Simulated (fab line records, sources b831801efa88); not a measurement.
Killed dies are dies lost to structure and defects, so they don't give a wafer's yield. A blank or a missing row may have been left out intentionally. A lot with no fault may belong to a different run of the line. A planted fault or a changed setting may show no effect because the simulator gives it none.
Split-lot experiment | flow sky130 | 5 lots, 23 wafers read, on a route of 708 steps

## THE SPLIT
At SKY_NWELL_IMPLANT_13, the setting energy_kev was moved away from the recipe's 50 on 5 of the 23 wafers read, by +3.6% to +5.0%. All remaining wafers had this setting at the recipe value.

The reading comes from the split's own step.

## THE READING
In nm, at SKY_NWELL_IMPLANT_13: implant.drp_nm, which is the simulator's own figure and was read by no gauge. There is no usual value for it anywhere in the file.

wafer  | tool, chamber at the split | energy_kev as run | against the recipe | implant.drp_nm, nm | against lot-mates on the recipe
L075.1 | implanter-03, 0            | 50                | recipe             | 25.55              | -
L075.4 | implanter-03, 0            | 50                | recipe             | 25.55              | -
L075.5 | implanter-03, 0            | 50                | recipe             | 25.55              | -
L075.2 | implanter-03, 0            | 52.48             | +5.0%              | 26.6               | +1.05
L075.6 | implanter-03, 0            | 52.48             | +5.0%              | 26.6               | +1.05
L076.2 | implanter-03, 0            | 50                | recipe             | 25.55              | -
L076.5 | implanter-03, 0            | 50                | recipe             | 25.55              | -
L076.6 | implanter-03, 0            | 50                | recipe             | 25.55              | -
L081.1 | implanter-04, 0            | 50                | recipe             | 25.55              | -
L081.2 | implanter-04, 0            | 50                | recipe             | 25.55              | -
L081.3 | implanter-04, 0            | 50                | recipe             | 25.55              | -
L081.4 | implanter-04, 0            | 50                | recipe             | 25.55              | -
L081.5 | implanter-04, 0            | 50                | recipe             | 25.55              | -
L083.1 | implanter-04, 0            | 50                | recipe             | 25.55              | -
L083.2 | implanter-04, 0            | 50                | recipe             | 25.55              | -
L083.3 | implanter-04, 0            | 50                | recipe             | 25.55              | -
L083.4 | implanter-04, 0            | 50                | recipe             | 25.55              | -
L083.6 | implanter-04, 0            | 50                | recipe             | 25.55              | -
L085.1 | implanter-03, 0            | 50                | recipe             | 25.55              | -
L085.6 | implanter-03, 0            | 50                | recipe             | 25.55              | -
L085.3 | implanter-03, 0            | 51.8              | +3.6%              | 26.32              | +0.77
L085.4 | implanter-03, 0            | 51.8              | +3.6%              | 26.32              | +0.77
L085.5 | implanter-03, 0            | 51.8              | +3.6%              | 26.32              | +0.77

FIT RESULTS
A straight line over all 23 wafers: implant.drp_nm changes by +0.213 nm for each +1% of energy_kev; r = +1.00; the points scatter about the line by 0.0022 nm.
The same after taking each lot's own level away (the mean of its wafers on the recipe; 23 wafers): +0.213 nm for each +1%; r = +1.00; scatter 0.0022 nm.
The reading moves by 1.1 nm for the largest change in energy_kev, on that fit.
The lots' own levels span 25.550 to 25.550 nm.
The two slopes are in agreement: the lot-to-lot level therefore moves the slope only a little.
Check: for one of the wafers moved furthest among these (+5.0%), held out of the fit, the line's prediction against its lot-mates is +1.06 nm. Against them it came out at +1.05 nm.

## OTHER SPLITS ON THESE WAFERS
Other splits were also applied to these wafers ahead of the reading. Each is held against what the fit with the lots' levels taken away leaves over:
other split on the same wafers    | wafers away from the commonest value | r with implant.drp_nm (lot level and that fit taken away)
SKY_FIELD_ISO_CVD_03 temp_c       | 15                                   | -0.27
SKY_FIELD_ISO_OXIDATION_22 temp_c | 15                                   | -0.16
SKY_PWDE_IMPLANT_08 energy_kev    | 8                                    | +0.18

## THE WHOLE CHAIN: every reading that the file lists as answering this split, in the file's order
step                 | what it does | reading                                                         | change (the file's fit)               | r (the file's)
SKY_NWELL_IMPLANT_13 |              | implant.rp_nm (the simulator's own value, which no gauge read)  | +0.599 nm for each +1% of the setting | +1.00
SKY_NWELL_IMPLANT_13 |              | implant.drp_nm (the simulator's own value, which no gauge read) | +0.213 nm for each +1% of the setting | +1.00

## FILE'S OWN FIT
implant.drp_nm changes by +0.213 nm for each +1% of energy_kev, r = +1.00.
